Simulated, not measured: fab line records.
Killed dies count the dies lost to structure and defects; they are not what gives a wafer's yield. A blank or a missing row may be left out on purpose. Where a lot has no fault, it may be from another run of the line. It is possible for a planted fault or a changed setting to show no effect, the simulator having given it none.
Which tool was responsible? | flow gf180mcu | 11 lots, 32 wafers sampled, at 5 steps of a route of 602

== WHAT EACH GAUGE READ, for each wafer ==
The record lacks any reading of a measuring or inspecting step that a usual standard deviation could be used to judge.

== WHAT TOOL EACH LOT RAN ON (gives the tool, then ch and the chambers of the sampled wafers, and finally the start) ==
lot  | GF_M5_METAL_ETCH_10               | GF_V5_CMP_04                  | GF_V5_ETCH_16                      | GF_V5_ETCH_17                                 | GF_TOP_METAL_SPUTTER_02
L115 | rie-metal-02 ch 0,1, day 26 17:44 | cmp-02 ch 1,3, day 26 18:45   | rie-diel-03 ch 0,1, day 27 16:04   | rie-diel-03 ch 0,1, day 27 17:45 or earlier   | pvd-sputter-02, day 27 17:45
L117 | rie-metal-02 ch 0,1, day 27 02:02 | cmp-02 ch 0,2,3, day 27 03:07 | rie-diel-04 ch 0,1,2, day 27 23:28 | rie-diel-04 ch 0,1,2, day 28 01:08 or earlier | pvd-sputter-01, day 28 01:08
L118 | rie-metal-04 ch 0,1, day 27 15:24 | cmp-02 ch 1,2,3, day 27 16:22 | rie-diel-04 ch 1,2,3, day 28 12:02 | rie-diel-04 ch 1,2,3, day 28 13:38 or earlier | pvd-sputter-03, day 28 13:38
L119 | rie-metal-01 ch 0,1, day 27 20:00 | cmp-01 ch 1,2,3, day 27 21:01 | rie-diel-02 ch 0,3, day 28 16:50   | rie-diel-02 ch 0,3, day 28 18:21 or earlier   | pvd-sputter-02, day 28 18:21
L120 | rie-metal-04 ch 0,1, day 28 10:44 | cmp-02 ch 0,1, day 28 11:37   | rie-diel-04 ch 2,3, day 29 07:17   | rie-diel-04 ch 2,3, day 29 08:53 or earlier   | pvd-sputter-02, day 29 08:53
L125 | rie-metal-04 ch 1, day 29 22:52   | cmp-02 ch 0,3, day 30 00:23   | rie-diel-02 ch 1,2, day 30 19:08   | rie-diel-02 ch 1,2, day 30 20:58 or earlier   | pvd-sputter-02, day 30 20:58
L133 | rie-metal-01 ch 0,1, day 32 00:52 | cmp-02 ch 0,2, day 32 05:46   | rie-diel-04 ch 2,3, day 32 22:14   | rie-diel-04 ch 2,3, day 32 23:44 or earlier   | pvd-sputter-03, day 32 23:44
L134 | rie-metal-04 ch 0,1, day 32 01:13 | cmp-02 ch 1,2,3, day 32 06:25 | rie-diel-02 ch 0,2,3, day 32 22:34 | rie-diel-02 ch 0,2,3, day 33 00:04 or earlier | pvd-sputter-03, day 33 00:04
L135 | rie-metal-01 ch 0, day 32 10:34   | cmp-01 ch 1,2,3, day 32 11:47 | rie-diel-02 ch 1,3, day 33 04:32   | rie-diel-02 ch 1,3, day 33 06:10 or earlier   | pvd-sputter-02, day 33 06:10
L136 | rie-metal-04 ch 0,1, day 32 15:51 | cmp-02 ch 0,1,2, day 32 16:44 | rie-diel-04 ch 0,1,2, day 33 08:32 | rie-diel-04 ch 0,1,2, day 33 10:04 or earlier | pvd-sputter-03, day 33 10:04
L137 | rie-metal-01 ch 0,1, day 32 16:22 | cmp-01 ch 2,3, day 32 18:14   | rie-diel-03 ch 0,3, day 33 09:58   | rie-diel-03 ch 0,3, day 33 11:35 or earlier   | pvd-sputter-02, day 33 11:35
- GF_M5_METAL_ETCH_10: etches the open film in Cl2/BCl3, stops on SiO2, target depth 750.8 nm, time 125.1 s.
- GF_V5_CMP_04: polishes SiO2.
- GF_V5_ETCH_16: etches BARC in N2/H2.
- GF_V5_ETCH_17: etches SiO2 in C4F8/O2/Ar, stops on TiN, target depth 855 nm.
- GF_TOP_METAL_SPUTTER_02: material AlCu, target thk 900 nm, time 47.82 s.

== WHAT THE TOOLS THEMSELVES READ (means of the sampled wafers that have a number; where no wafer has one, the mark that the record gives instead) ==
GF_M5_METAL_ETCH_10. Usual: drypump-motor-current-A 5.8 A, standard deviation 0.49; mfc-cl2-sccm 79.98 sccm, standard deviation 0.24; oes-product-au 0.989 a.u., standard deviation 0.007; rf-fwd-power-W 795.5 W, standard deviation 3; throttle-valve-pct 28.231 %, standard deviation 0.011.
lot  | tool         | drypump-motor-current-A (A) | mfc-cl2-sccm (sccm) | oes-product-au (a.u.) | rf-fwd-power-W (W) | throttle-valve-pct (%) | flag
L115 | rie-metal-02 | 5.7                         | 79.77               | 0.985                 | 794.7              | 28.234                 |
L117 | rie-metal-02 | 5.9                         | 79.93               | 0.993                 | 795.8              | 28.227                 |
L118 | rie-metal-04 | 6.2                         | 80.03               | 0.984                 | 796.9              | 28.230                 |
L119 | rie-metal-01 | 5.2                         | 79.83               | 0.994                 | 795.3              | 28.233                 |
L120 | rie-metal-04 | 6.2                         | 79.81               | 0.986                 | 796.0              | 28.232                 |
L125 | rie-metal-04 | 6.1                         | 80.08               | 0.994                 | 790.4              | 28.227                 |
L133 | rie-metal-01 | 5.6                         | 79.77               | 0.994                 | 798.1              | 28.233                 |
L134 | rie-metal-04 | 6.2                         | 80.33               | 0.991                 | 794.9              | 28.228                 |
L135 | rie-metal-01 | 4.9                         | 80.08               | 0.993                 | 796.3              | 28.234                 |
L136 | rie-metal-04 | 6.2                         | 79.79               | 0.995                 | 795.4              | 28.224                 |
L137 | rie-metal-01 | 5.6                         | 80.20               | 0.990                 | 795.6              | 28.231                 |

GF_V5_CMP_04. Usual: motor-current-A at 13.3 A, with a standard deviation of 0.8.
lot  | tool   | motor-current-A (A) | flag
L115 | cmp-02 | 13.1                |
L117 | cmp-02 | 13.5                |
L118 | cmp-02 | 13.8                |
L119 | cmp-01 | 13.4                |
L120 | cmp-02 | 13.5                |
L125 | cmp-02 | 13.7                |
L133 | cmp-02 | 14.3                |
L134 | cmp-02 | 13.1                |
L135 | cmp-01 | 13.3                |
L136 | cmp-02 | 13.5                |
L137 | cmp-01 | 12.8                |

GF_V5_ETCH_16. Usual: drypump-motor-current-A 5.7 A, standard deviation 0.33; oes-product-au 0.854 a.u., standard deviation 0.0052; rf-fwd-power-W 495.7 W, standard deviation 1.7; throttle-valve-pct 13.224 %, standard deviation 0.0088.
lot  | tool        | drypump-motor-current-A (A) | oes-product-au (a.u.) | rf-fwd-power-W (W) | throttle-valve-pct (%) | flag
L115 | rie-diel-03 | 5.9                         | 0.846                 | 496.9              | 13.225                 |
L117 | rie-diel-04 | 5.5                         | 0.855                 | 495.1              | 13.230                 |
L118 | rie-diel-04 | 5.6                         | 0.854                 | 496.9              | 13.229                 |
L119 | rie-diel-02 | 5.8                         | 0.857                 | 495.7              | 13.222                 |
L120 | rie-diel-04 | 5.8                         | 0.850                 | 495.9              | 13.224                 |
L125 | rie-diel-02 | 5.5                         | 0.857                 | 495.1              | 13.229                 |
L133 | rie-diel-04 | 5.8                         | 0.853                 | 495.3              | 13.222                 |
L134 | rie-diel-02 | 5.7                         | 0.855                 | 494.7              | 13.226                 |
L135 | rie-diel-02 | 5.6                         | 0.853                 | 496.0              | 13.231                 |
L136 | rie-diel-04 | 5.4                         | 0.858                 | 494.9              | 13.222                 |
L137 | rie-diel-03 | 5.5                         | 0.850                 | 495.6              | 13.224                 |

GF_V5_ETCH_17. Usual: oes-product-au 0.860 a.u., standard deviation 0.0046; rf-fwd-power-W 1496 W, standard deviation 4.5.
lot  | tool        | oes-product-au (a.u.) | rf-fwd-power-W (W) | flag
L115 | rie-diel-03 | 0.860                 | 1497               |
L117 | rie-diel-04 | 0.861                 | 1497               |
L118 | rie-diel-04 | 0.861                 | 1496               |
L119 | rie-diel-02 | 0.858                 | 1496               |
L120 | rie-diel-04 | 0.858                 | 1494               |
L125 | rie-diel-02 | 0.758                 | 1494               | OFF
L133 | rie-diel-04 | 0.860                 | 1496               |
L134 | rie-diel-02 | 0.859                 | 1492               |
L135 | rie-diel-02 | 0.858                 | 1501               |
L136 | rie-diel-04 | 0.861                 | 1495               |
L137 | rie-diel-03 | 0.860                 | 1496               |

GF_TOP_METAL_SPUTTER_02. Usual: throttle-valve-pct at 30.2 %, with a standard deviation of 1.1.
lot  | tool           | throttle-valve-pct (%) | flag
L115 | pvd-sputter-02 | 29.5                   |
L117 | pvd-sputter-01 | 30.4                   |
L118 | pvd-sputter-03 | 31.0                   |
L119 | pvd-sputter-02 | 29.7                   |
L120 | pvd-sputter-02 | 30.1                   |
L125 | pvd-sputter-02 | 30.0                   |
L133 | pvd-sputter-03 | 29.9                   |
L134 | pvd-sputter-03 | 29.3                   |
L135 | pvd-sputter-02 | 29.5                   |
L136 | pvd-sputter-03 | 30.1                   |
L137 | pvd-sputter-02 | 30.1                   |

== THE ANSWER, worked out from the rows above alone ==
Rule: a lot is off if the mean of its wafers that have a number lies more than 3 standard deviations from the usual mean. A lot without any number at a reading at which 4 lots or more have one is off too. Where the step has rows for the other lots, those lots are counted as sound. Order of review: gauges by route order, followed by the tools' own readings, for which a lot's mean as printed above is used. The first step at which some lot is off is used, and at that step the reading that is off furthest; a lot without a number counts as furthest.
Off: L125 (GF_V5_ETCH_17, oes-product-au).
If a tool, at that step or one of the process steps before it, ran each lot that is off and ran no sound lot following the first of them, it fits. GF_V5_ETCH_17 gives no start for some lots, so the hours and the order of its lots are those of GF_TOP_METAL_SPUTTER_02. Not one of the candidates tried fits.

== WHAT WAS PUT IN BY THE SIMULATOR ==
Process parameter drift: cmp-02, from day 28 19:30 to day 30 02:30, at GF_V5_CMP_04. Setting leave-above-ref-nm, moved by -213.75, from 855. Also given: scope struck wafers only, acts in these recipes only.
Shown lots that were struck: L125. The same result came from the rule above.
